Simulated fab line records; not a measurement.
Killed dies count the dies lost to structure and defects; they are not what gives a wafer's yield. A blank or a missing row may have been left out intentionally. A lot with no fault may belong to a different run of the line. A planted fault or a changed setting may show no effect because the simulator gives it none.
Which tool is to blame? | flow gf180mcu | 24 lots with 72 wafers sampled at 5 steps, on a route of 602 steps

== WHAT EACH GAUGE READ, for each wafer ==
GF_CONTACT_THK_MEAS_03. Usual: CONTACT_CVD_02_THK 858 nm, standard deviation 10.
lot  | measured     | on            | CONTACT_CVD_02_THK (nm) | flag
L074 | day 15 06:43 | film_metro-04 | 852 883 878             |
L075 | day 15 07:37 | film_metro-02 | 841 862 856             |
L076 | day 15 16:59 | film_metro-01 | 854 858 864             |
L077 | day 16 08:10 | film_metro-01 | 845 850 861             |
L078 | day 16 10:35 | film_metro-04 | 854 846 865             |
L079 | day 16 17:51 | film_metro-04 | 841 852 853             |
L080 | day 17 08:35 | film_metro-02 | 865 881 873             |
L081 | day 17 11:20 | film_metro-01 | 850 846 853             |
L082 | day 17 20:03 | film_metro-01 | 855 851 863             |
L083 | day 18 02:34 | film_metro-02 | 847 849 862             |
L084 | day 18 13:44 | film_metro-04 | 852 866 866             |
L085 | day 19 01:34 | film_metro-04 | 851 845 863             |
L086 | day 19 04:49 | film_metro-01 | 841 848 855             |
L087 | day 20 04:08 | film_metro-01 | 850 854 867             |
L088 | day 20 08:59 | film_metro-02 | 871 897 870             |
L089 | day 20 18:22 | film_metro-04 | 849 871 869             |
L090 | day 21 02:46 | film_metro-04 | 851 876 865             |
L091 | day 21 06:55 | film_metro-02 | 853 853 866             |
L092 | day 21 16:51 | film_metro-04 | 858 853 873             |
L093 | day 22 07:05 | film_metro-04 | 855 845 859             |
L094 | day 22 07:26 | film_metro-01 | 855 862 869             |
L095 | day 22 13:21 | film_metro-01 | 848 859 861             |
L096 | day 23 10:53 | film_metro-02 | 860 850 866             |
L097 | day 23 14:01 | film_metro-02 | 856 855 852             |

GF_V1_CD_MEAS_14: target cd 260 nm. Usual: 259.7 nm for cd_nm, sd 1.2.
lot  | measured     | on        | cd_nm (nm)        | flag
L074 | day 18 03:38 | cd_sem-01 | 257.7 257.7 258.5 |
L075 | day 18 04:50 | cd_sem-02 | 260.4 260.7 260.2 |
L076 | day 18 15:42 | cd_sem-02 | 259.3 260.9 259.9 |
L077 | day 19 08:13 | cd_sem-02 | 259.3 259.6 261.0 |
L078 | day 19 10:43 | cd_sem-01 | 257.5 258.5 258.0 |
L079 | day 19 19:35 | cd_sem-01 | 261.1 261.5 261.3 |
L080 | day 20 10:11 | cd_sem-01 | 259.1 257.5 258.2 |
L081 | day 20 13:25 | cd_sem-02 | 257.9 259.2 257.6 |
L082 | day 20 23:16 | cd_sem-01 | 260.2 259.6 259.3 |
L083 | day 21 05:47 | cd_sem-01 | 259.6 259.9 259.6 |
L084 | day 21 17:40 | cd_sem-01 | 260.4 259.9 260.0 |
L085 | day 22 04:38 | cd_sem-02 | 259.5 259.9 259.7 |
L086 | day 22 08:13 | cd_sem-01 | 258.9 259.1 257.3 |
L087 | day 23 05:42 | cd_sem-02 | 260.3 260.0 259.7 |
L088 | day 23 10:15 | cd_sem-02 | 259.8 258.3 260.5 |
L089 | day 23 17:14 | cd_sem-02 | 261.8 259.5 260.6 |
L090 | day 24 02:50 | cd_sem-01 | 259.2 260.5 258.5 |
L091 | day 24 07:04 | cd_sem-01 | 261.1 261.9 260.9 |
L092 | day 24 15:52 | cd_sem-01 | 257.0 256.9 257.8 |
L093 | day 25 05:08 | cd_sem-02 | 259.6 260.8 260.5 |
L094 | day 25 05:43 | cd_sem-02 | 259.5 259.8 260.8 |
L095 | day 25 11:15 | cd_sem-02 | 260.2 260.6 262.5 |
L096 | day 26 06:14 | cd_sem-01 | 260.0 260.8 260.6 |
L097 | day 26 10:07 | cd_sem-01 | 259.4 259.3 258.9 |

GF_M2_OVL_MEAS_15. Usual: M2_OVL -3 nm, standard deviation 5.1.
lot  | measured     | on         | M2_OVL (nm) | flag
L074 | day 19 04:27 | overlay-02 | -9 -10 -11  |
L075 | day 19 06:28 | overlay-01 | -5 -3 -10   |
L076 | day 19 17:10 | overlay-01 | 4 -3 -1     |
L077 | day 20 11:41 | overlay-01 | -6 -3 2     |
L078 | day 20 12:45 | overlay-01 | -9 -9 -12   |
L079 | day 20 20:54 | overlay-02 | 3 1 -9      |
L080 | day 21 11:57 | overlay-02 | 4 -1 3      |
L081 | day 21 15:03 | overlay-02 | 3 -6 -12    |
L082 | day 22 00:42 | overlay-02 | -2 1 2      |
L083 | day 22 06:54 | overlay-01 | 2 -1 -2     |
L084 | day 22 18:18 | overlay-01 | -4 -13 -6   |
L085 | day 23 04:51 | overlay-02 | 5 -1 -4     |
L086 | day 23 09:34 | overlay-02 | -3 -1 0     |
L087 | day 24 05:34 | overlay-02 | -5 -6 -2    |
L088 | day 24 10:16 | overlay-02 | 7 -1 2      |
L089 | day 24 17:21 | overlay-01 | -8 -8 -4    |
L090 | day 25 02:18 | overlay-02 | -2 -2 -5    |
L091 | day 25 06:01 | overlay-02 | -7 5 -9     |
L092 | day 25 15:12 | overlay-01 | 1 -6 3      |
L093 | day 26 04:35 | overlay-02 | 4 -8 1      |
L094 | day 26 05:10 | overlay-02 | -9 1 -4     |
L095 | day 26 09:08 | overlay-02 | -3 7 5      |
L096 | day 27 04:33 | overlay-01 | 4 -2 -1     |
L097 | day 27 08:18 | overlay-02 | -7 -12 -2   |

== EACH LOT AND THE TOOL THAT RAN IT (in order: tool; ch and the chambers of the sampled wafers; start) ==
lot  | GF_SALICIDE_SPUTTER_03       | GF_V1_SPUTTER_22
L074 | pvd_sputter-04, day 15 06:02 | pvd_sputter-02, day 18 04:31
L075 | pvd_sputter-04, day 15 06:56 | pvd_sputter-04, day 18 05:44
L076 | pvd_sputter-01, day 15 16:18 | pvd_sputter-02, day 18 16:35
L077 | pvd_sputter-03, day 16 07:29 | pvd_sputter-02, day 19 10:08
L078 | pvd_sputter-03, day 16 09:55 | pvd_sputter-02, day 19 11:36
L079 | pvd_sputter-01, day 16 17:10 | pvd_sputter-03, day 19 20:27
L080 | pvd_sputter-01, day 17 07:55 | pvd_sputter-03, day 20 11:02
L081 | pvd_sputter-04, day 17 10:40 | pvd_sputter-02, day 20 14:17
L082 | pvd_sputter-03, day 17 19:20 | pvd_sputter-02, day 21 00:10
L083 | pvd_sputter-03, day 18 01:45 | pvd_sputter-02, day 21 06:44
L084 | pvd_sputter-03, day 18 12:56 | pvd_sputter-04, day 21 18:32
L085 | pvd_sputter-03, day 19 00:46 | pvd_sputter-03, day 22 05:31
L086 | pvd_sputter-04, day 19 03:45 | pvd_sputter-03, day 22 09:05
L087 | pvd_sputter-04, day 20 03:27 | pvd_sputter-02, day 23 06:36
L088 | pvd_sputter-04, day 20 08:17 | pvd_sputter-02, day 23 11:08
L089 | pvd_sputter-03, day 20 17:42 | pvd_sputter-04, day 23 18:07
L090 | pvd_sputter-04, day 21 02:05 | pvd_sputter-02, day 24 03:41
L091 | pvd_sputter-03, day 21 06:10 | pvd_sputter-03, day 24 07:54
L092 | pvd_sputter-03, day 21 16:08 | pvd_sputter-04, day 24 16:44
L093 | pvd_sputter-03, day 22 06:18 | pvd_sputter-03, day 25 06:01
L094 | pvd_sputter-01, day 22 06:36 | pvd_sputter-02, day 25 06:33
L095 | pvd_sputter-01, day 22 12:40 | pvd_sputter-03, day 25 12:07
L096 | pvd_sputter-03, day 23 10:13 | pvd_sputter-03, day 26 07:07
L097 | pvd_sputter-04, day 23 13:19 | pvd_sputter-02, day 26 11:00
- GF_SALICIDE_SPUTTER_03: material TiN, target thk 20 nm, time 17 s.
- GF_V1_SPUTTER_22: material TiN, target thk 10 nm, time 40 s.

== AS READ BY THE TOOLS THEMSELVES (means over the sampled wafers that have a number; for cases with no such wafer, the mark the record gives instead) ==
GF_SALICIDE_SPUTTER_03. Usual: 29.4 % for throttle_valve_pct, sd 0.83.
lot  | tool           | throttle_valve_pct (%) | flag
L074 | pvd_sputter-04 | 29.6                   |
L075 | pvd_sputter-04 | 30.2                   |
L076 | pvd_sputter-01 | 29.4                   |
L077 | pvd_sputter-03 | 29.1                   |
L078 | pvd_sputter-03 | 29.3                   |
L079 | pvd_sputter-01 | 30.0                   |
L080 | pvd_sputter-01 | 29.8                   |
L081 | pvd_sputter-04 | 29.4                   |
L082 | pvd_sputter-03 | 29.2                   |
L083 | pvd_sputter-03 | 29.3                   |
L084 | pvd_sputter-03 | 29.4                   |
L085 | pvd_sputter-03 | 29.2                   |
L086 | pvd_sputter-04 | 30.3                   |
L087 | pvd_sputter-04 | 29.6                   |
L088 | pvd_sputter-04 | 28.6                   |
L089 | pvd_sputter-03 | 29.1                   |
L090 | pvd_sputter-04 | 28.8                   |
L091 | pvd_sputter-03 | 28.9                   |
L092 | pvd_sputter-03 | 29.4                   |
L093 | pvd_sputter-03 | 29.0                   |
L094 | pvd_sputter-01 | 30.0                   |
L095 | pvd_sputter-01 | 29.9                   |
L096 | pvd_sputter-03 | 28.9                   |
L097 | pvd_sputter-04 | 30.4                   |

GF_V1_SPUTTER_22. Usual: 29.7 % for throttle_valve_pct, sd 0.77.
lot  | tool           | throttle_valve_pct (%) | flag
L074 | pvd_sputter-02 | 30.5                   |
L075 | pvd_sputter-04 | 29.0                   |
L076 | pvd_sputter-02 | 30.3                   |
L077 | pvd_sputter-02 | 29.9                   |
L078 | pvd_sputter-02 | 30.2                   |
L079 | pvd_sputter-03 | 29.0                   |
L080 | pvd_sputter-03 | 29.3                   |
L081 | pvd_sputter-02 | 30.2                   |
L082 | pvd_sputter-02 | 30.2                   |
L083 | pvd_sputter-02 | 30.2                   |
L084 | pvd_sputter-04 | 28.8                   |
L085 | pvd_sputter-03 | 29.4                   |
L086 | pvd_sputter-03 | 28.9                   |
L087 | pvd_sputter-02 | 30.6                   |
L088 | pvd_sputter-02 | 30.3                   |
L089 | pvd_sputter-04 | 28.5                   |
L090 | pvd_sputter-02 | 30.1                   |
L091 | pvd_sputter-03 | 29.2                   |
L092 | pvd_sputter-04 | 28.8                   |
L093 | pvd_sputter-03 | 29.1                   |
L094 | pvd_sputter-02 | 30.3                   |
L095 | pvd_sputter-03 | 29.1                   |
L096 | pvd_sputter-03 | 29.3                   |
L097 | pvd_sputter-02 | 30.3                   |

== THE ANSWER, worked out from the rows above alone ==
Rule: take the mean of a lot's wafers that have a number; if it is more than 3 standard deviations from the usual mean, the lot is off. A lot without any number at a reading at which 4 lots or more have one is off too. Any other lot the step has rows for is counted as sound. The gauges are gone through in route order, then the tools' own readings, and for those a lot's mean is taken as printed above. The first step at which some lot is off is used, and at that step the reading that is off furthest; a lot without a number counts as furthest.
No lot is off at any reading shown: from this, nothing can be told.

== WHAT THE SIMULATOR PUT IN ==
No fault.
